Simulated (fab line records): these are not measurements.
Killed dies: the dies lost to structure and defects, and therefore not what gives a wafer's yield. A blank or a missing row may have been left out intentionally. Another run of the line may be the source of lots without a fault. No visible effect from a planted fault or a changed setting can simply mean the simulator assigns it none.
Comparing a struck lot with a sound one | flow sky130 | 14 steps out of a route of 708
Sound: the wafers L893.4, L893.5, L893.6. Struck: wafers L906.1, L906.3, L906.6. The cause is given at the end.
Per side, at each step with rows, come the tool, then ch with its chambers, and then its first start. Under that, the readings that differ: sound wafers | struck wafers | difference of the means | sigmas: that difference in standard deviations of wafers without a fault.
alike: readings with means less than 2 such deviations apart, plus words and numbers identical on both sides. not compared: withheld readings, readings lacking a value on some wafer, bounds such as >300 that could conceal the same value, and numbers that have no deviation in the record and whose values overlap.
A row with sigmas, a row that says differs or no value, or rows on one side alone: a step with any of these is where the two part. Numbers that don't overlap but have no deviation are shown without sigmas and don't part them. Lack of a reading on every wafer of one side parts them only where that side has two or more wafers.

first, 3 steps without rows for these wafers: SKY_VT_ADJUST_NCORE_EXPOSE_04 (exposes mask LVTN COMPLEMENT THIN, target cd 380 nm); SKY_VT_ADJUST_NCORE_PEB_05; SKY_VT_ADJUST_NCORE_DEVELOP_06 (develop time 57.37 s).
SKY_VT_ADJUST_NCORE_CD_MEAS_07 targets a cd of 380 nm.
  struck on cd sem-01, day 15 03:54; sound on cd sem-02, day 11 03:34
  alike: cd nm
SKY_VT_ADJUST_NCORE_OVL_MEAS_08:
  struck on overlay-01, day 15 04:01; sound on overlay-01, day 11 03:38
  alike: VT_ADJUST_NCORE_OVL
next, for these wafers, 1 step has no rows: SKY_VT_ADJUST_NCORE_IMPLANT_09.
SKY_VT_ADJUST_NCORE_STRIP_10: strips in O2/N2.
  sound on plasma asher-02 ch 0,1, day 11 03:50; struck on plasma asher-02 ch 0,1, day 15 04:12
  alike: drypump motor current A, n2 flow sccm, oes product au, strip time to endpoint s
  not compared: rf hours counter h
SKY_VT_ADJUST_NCORE_TW_MEAS_11:
  struck on film metro-04, day 15 04:18; sound on film metro-02, day 11 03:56
  reading            | sound             | struck            | difference | sigmas
  VT_ADJUST_NCORE_TW | 218.3 216.7 217.2 | 223.1 224.4 222.8 | +6.0       | +3
then, 4 steps without rows for these wafers: SKY_VT_ADJUST_HVTR_DEHYDRATE_00 (time 60 s); SKY_VT_ADJUST_HVTR_HMDS_01 (prime time 60 s); SKY_VT_ADJUST_HVTR_COAT_02 (resist thk 1140 nm); SKY_VT_ADJUST_HVTR_SOFTBAKE_03 (time 60 s).
SKY_VT_ADJUST_HVTR_EXPOSE_04: exposes mask HVTRM, target cd 380 nm.
  struck on iline stepper-01, day 15 17:42; sound on iline stepper-02 ch 0, day 11 15:40
  no value came back on the struck wafers for exposure dose mJ cm2, focus offset nm (nm); on the sound wafers exposure dose mJ cm2 reads 150.16 149.82 149.86
  alike: mask
next, for these wafers, 1 step has no rows: SKY_VT_ADJUST_HVTR_PEB_05.

WHERE THEY PART
Last at SKY_VT_ADJUST_HVTR_EXPOSE_04 as far as this record goes, first at SKY_VT_ADJUST_NCORE_TW_MEAS_11.

WHY: whatever the simulator had introduced
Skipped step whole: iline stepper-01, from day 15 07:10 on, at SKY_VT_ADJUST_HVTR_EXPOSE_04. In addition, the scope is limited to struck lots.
